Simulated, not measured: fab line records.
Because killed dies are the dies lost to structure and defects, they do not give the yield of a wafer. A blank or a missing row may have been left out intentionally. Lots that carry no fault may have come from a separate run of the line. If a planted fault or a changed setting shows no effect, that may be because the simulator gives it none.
A lot that was struck, set against a sound lot + flow gf180mcu + 17 steps out of a route of 602
Sound: wafers L949.1, L949.3, L949.6. Struck: wafers L951.1, L951.4, L951.6. The cause is named last.
At each step with rows: each side's tool, then ch and its chambers, then its first start. Under that, the readings that differ: sound wafers + struck wafers + difference of the means + sigmas: that difference in standard deviations of wafers without a fault.
alike: a reading whose means differ by less than 2 such deviations, as well as words and numbers matching on both sides. not compared: withheld readings; readings where some wafer has no value; bounds like >300 that might hide an equal value; numbers whose values overlap and for which the record gives no deviation.
Wherever a step has rows on one side only, a row that says differs or no value, or a row with sigmas, the two part there. Non-overlapping numbers with no deviation appear without sigmas and do not part them. A reading that every wafer of one side lacks parts them only if that side has two wafers or more.

GF_SAB_STRIP_13: strips in O2/N2.
  sound on plasmaAsher-03 ch 0, day 17 23:46; struck on plasmaAsher-01 ch 0,1, day 18 20:46
| reading          | sound       | struck      | difference | sigmas |
|------------------|-------------|-------------|------------|--------|
| heaterPowerW (W) | 429 420 418 | 308 308 311 | -113       | -2     |
  alike: drypumpMotorCurrentA, oesProductAu, stripTimeToEndpointS
  not compared: rfHoursCounterH
then, 2 steps without rows for these wafers: GF_SALICIDE_CLEAN_00 (cleans in SC1/SC2, time 150 s); GF_SALICIDE_WET_ETCH_01 (etches SiO2 in dHF, target depth 5 nm, time 100 s).
GF_SALICIDE_SPUTTER_02: material Co, target thk 10 nm, time 20 s.
  sound on pvdSputter-03, day 17 23:57; struck on pvdSputter-03, day 18 20:59
  alike: cathodeDcPowerW, throttleValvePct
GF_SALICIDE_SPUTTER_03: material TiN, target thk 20 nm, time 16.7 s.
  sound on pvdSputter-03, day 17 23:59; struck on pvdSputter-03, day 18 21:01
  alike: cathodeDcPowerW, throttleValvePct
GF_SALICIDE_RS_MEAS_04: measures by four-point-probe.
  sound on filmMetro-03, day 18 00:00; struck on filmMetro-03, day 18 21:02
  alike: SALICIDE_TIN_RS
GF_SALICIDE_THK_MEAS_05: measures by xrf.
  sound on filmMetro-03, day 18 00:07; struck on filmMetro-03, day 18 21:10
  alike: SALICIDE_TIN_THK
GF_SALICIDE_RTA_06: time 30 s.
  sound on rtpAnneal-02 ch 0, day 18 00:11; struck on rtpAnneal-02 ch 0, day 18 21:13
  alike: lampPowerPct, wafer_temp_C_max
then, 1 step without rows for these wafers: GF_SALICIDE_WET_ETCH_07 (etches the open film in SPM, target depth 120 nm).
GF_SALICIDE_RTA_08: time 30 s.
  sound on rtpAnneal-02 ch 0, day 18 00:22; struck on rtpAnneal-01 ch 0, day 18 21:25
| reading          | sound          | struck         | difference | sigmas |
|------------------|----------------|----------------|------------|--------|
| lampPowerPct (%) | 15.6 15.6 15.6 | 17.2 17.2 17.3 | +1.6       | +2     |
  alike: wafer_temp_C_max
then, 1 step without rows for these wafers: GF_CONTACT_CVD_00 (deposits SiO2, target thk 300 nm, time 50 s).
GF_CONTACT_THK_MEAS_01:
  sound on filmMetro-01, day 18 00:31; struck on filmMetro-03, day 18 21:33
| reading                 | sound             | struck            | difference | sigmas |
|-------------------------|-------------------|-------------------|------------|--------|
| CONTACT_CVD_00_THK (nm) | 303.8 308.8 304.3 | 312.2 313.3 313.4 | +7.3       | +2     |
GF_CONTACT_CVD_02: deposits SiO2 from TEOS, target thk 860 nm, time 95.992 s.
  sound on pecvd-03 ch 0,2, day 18 00:35; struck on pecvd-03 ch 1,2, day 18 21:37
| reading                                 | sound             | struck         | difference | sigmas |
|-----------------------------------------|-------------------|----------------|------------|--------|
| model.SiO2_of_CONTACT_CVD_02.thkNm (nm) | 846.5 846.8 857.2 | 1025 1045 1047 | +189       |        |
  alike: heaterPowerOuterW, heaterPowerW
  not compared: sinceWetCleanH
GF_CONTACT_THK_MEAS_03:
  sound on filmMetro-03, day 18 00:39; struck on filmMetro-02, day 18 22:01
| reading                 | sound       | struck         | difference | sigmas |
|-------------------------|-------------|----------------|------------|--------|
| CONTACT_CVD_02_THK (nm) | 846 847 857 | 1026 1045 1047 | +189       | +17    |
  not compared: hold
GF_CONTACT_CMP_04: polishes SiO2.
  sound on cmp-02 ch 0,1,3, day 18 00:49; struck on cmp-01 ch 0,1,2, day 19 00:12
| reading             | sound       | struck                                                                  | difference                   | sigmas |
|---------------------|-------------|-------------------------------------------------------------------------|------------------------------|--------|
| hold                | - - -       | awaitDispo/2.0h/release awaitDispo/2.0h/release awaitDispo/2.0h/release | no value on the sound wafers |        |
| timeToEndpointS (s) | 110 112 112 | 175 185 181                                                             | +69                          | +13    |
  alike: motorCurrentA
GF_CONTACT_BOW_MEAS_05:
  sound on filmMetro-01, day 18 01:01; struck on filmMetro-03, day 19 00:24
  alike: CONTACT_BOW
next, for these wafers, 1 step has no rows: GF_PASSIVATION_PROBE_99.

## WHERE THEY PART
Last at GF_CONTACT_CMP_04 as far as this record goes, first at GF_SAB_STRIP_13. Later steps at which nothing parts them and some readings are alike: GF_CONTACT_BOW_MEAS_05.

WHY: what had been put in by the simulator
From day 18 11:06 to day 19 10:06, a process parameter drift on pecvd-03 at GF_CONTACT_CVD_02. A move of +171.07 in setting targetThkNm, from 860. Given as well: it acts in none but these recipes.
